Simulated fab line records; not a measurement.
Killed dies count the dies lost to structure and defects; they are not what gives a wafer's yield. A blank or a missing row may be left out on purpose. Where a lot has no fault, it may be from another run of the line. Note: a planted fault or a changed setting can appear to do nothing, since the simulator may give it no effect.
The tool behind it: which one? + flow gf180mcu + 30 wafers from 10 lots sampled at 4 of the route's 602 steps

== WHAT EACH GAUGE READ, for each wafer ==
GF_V2_RS_MEAS_24: uses a four-point probe to measure.
| lot  | measured     | on            | V2_W_RS (ohm/sq)  |
|------|--------------|---------------|-------------------|
| L968 | day 20 11:14 | film_metro-04 | 0.325 0.323 0.320 |
| L969 | day 20 23:13 | film_metro-01 | 0.324 0.323 0.323 |
| L971 | day 21 14:34 | film_metro-01 | 0.328 0.324 0.327 |
| L984 | day 26 02:47 | film_metro-01 | 0.609 0.595 0.602 |
| L985 | day 26 12:50 | film_metro-04 | 0.602 0.615 0.594 |
| L986 | day 26 16:30 | film_metro-04 | 0.324 0.324 0.321 |
| L987 | day 26 21:39 | film_metro-01 | 0.325 0.325 0.324 |
| L989 | day 27 11:14 | film_metro-01 | 0.316 0.319 0.325 |
| L990 | day 27 16:13 | film_metro-04 | 0.330 0.326 0.322 |
| L991 | day 28 01:21 | film_metro-04 | 0.326 0.335 0.327 |

== TOOL THAT RAN EACH LOT (tool first, then ch and the chambers of the sampled wafers, then the start) ==
| lot  | GF_V2_SOFTBAKE_10                            | GF_V2_SPUTTER_22             | GF_V2_CVD_23                  |
|------|----------------------------------------------|------------------------------|-------------------------------|
| L968 | litho_track-04 ch 0, day 20 11:05 or earlier | pvd_sputter-03, day 20 11:05 | cvd_w-02 ch 0,1, day 20 11:07 |
| L969 | litho_track-01 ch 0, day 20 23:04 or earlier | pvd_sputter-02, day 20 23:04 | cvd_w-01 ch 0,1, day 20 23:06 |
| L971 | litho_track-01 ch 0, day 21 14:25 or earlier | pvd_sputter-03, day 21 14:25 | cvd_w-01 ch 0,1, day 21 14:27 |
| L984 | litho_track-03 ch 0, day 26 02:37 or earlier | pvd_sputter-04, day 26 02:37 | cvd_w-01 ch 0,1, day 26 02:39 |
| L985 | litho_track-03 ch 0, day 26 12:41 or earlier | pvd_sputter-04, day 26 12:41 | cvd_w-01 ch 0,1, day 26 12:43 |
| L986 | litho_track-04 ch 0, day 26 16:21 or earlier | pvd_sputter-04, day 26 16:21 | cvd_w-02 ch 1, day 26 16:23   |
| L987 | litho_track-03 ch 0, day 26 21:29 or earlier | pvd_sputter-02, day 26 21:29 | cvd_w-02 ch 0,1, day 26 21:31 |
| L989 | litho_track-01 ch 0, day 27 11:05 or earlier | pvd_sputter-03, day 27 11:05 | cvd_w-02 ch 0, day 27 11:08   |
| L990 | litho_track-03 ch 0, day 27 16:04 or earlier | pvd_sputter-03, day 27 16:04 | cvd_w-02 ch 0,1, day 27 16:07 |
| L991 | litho_track-01 ch 0, day 28 01:04 or earlier | pvd_sputter-04, day 28 01:04 | cvd_w-02 ch 0,1, day 28 01:09 |
- GF_V2_SOFTBAKE_10: time 61.56 s.
- GF_V2_SPUTTER_22: material TiN, target thk 10 nm, time 40 s.
- GF_V2_CVD_23: deposits W, target thk 350 nm, time 104.94 s.

== THE ANSWER, worked out from the rows above alone ==
Rule: the usual values come from the lots themselves. Put in order of their means at a reading, lots are off if they are a third of the lots or fewer, leave a main group of 4 or more, and stand apart from it by a gap of 3 or more times the standard deviation of the main group's means; of several such gaps the widest counts. Not used: any main group whose means are identical at the precision the tables above print for the reading. A lot without any number at a reading at which 4 lots or more have one is off too. All remaining lots with rows at the step are treated as sound.
Off: L984, L985, at GF_V2_RS_MEAS_24 (V2_W_RS). The main group has a mean of 0.324 ohm/sq with a standard deviation of 0.0026.
A tool fits if, at a process step before that reading, it ran every lot that is off, and no sound lot after the first of them. The gauges at GF_V2_RS_MEAS_24 are tried like those tools. With no start given for some of its lots, GF_V2_SOFTBAKE_10 uses the hours and lot order of GF_V2_SPUTTER_22. One candidate fits, namely cvd_w-01 at GF_V2_CVD_23. Its last sound lot is L971 (day 21 14:27), its first lot that is off L984 (day 26 02:39): a fault that began between those two fits.

== WHAT HAD BEEN PUT IN BY THE SIMULATOR ==
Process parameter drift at GF_V2_CVD_23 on cvd_w-01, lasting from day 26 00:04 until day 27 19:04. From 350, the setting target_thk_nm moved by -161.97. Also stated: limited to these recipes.
Shown lots that were struck: L984, L985. Same finding as the rule above.
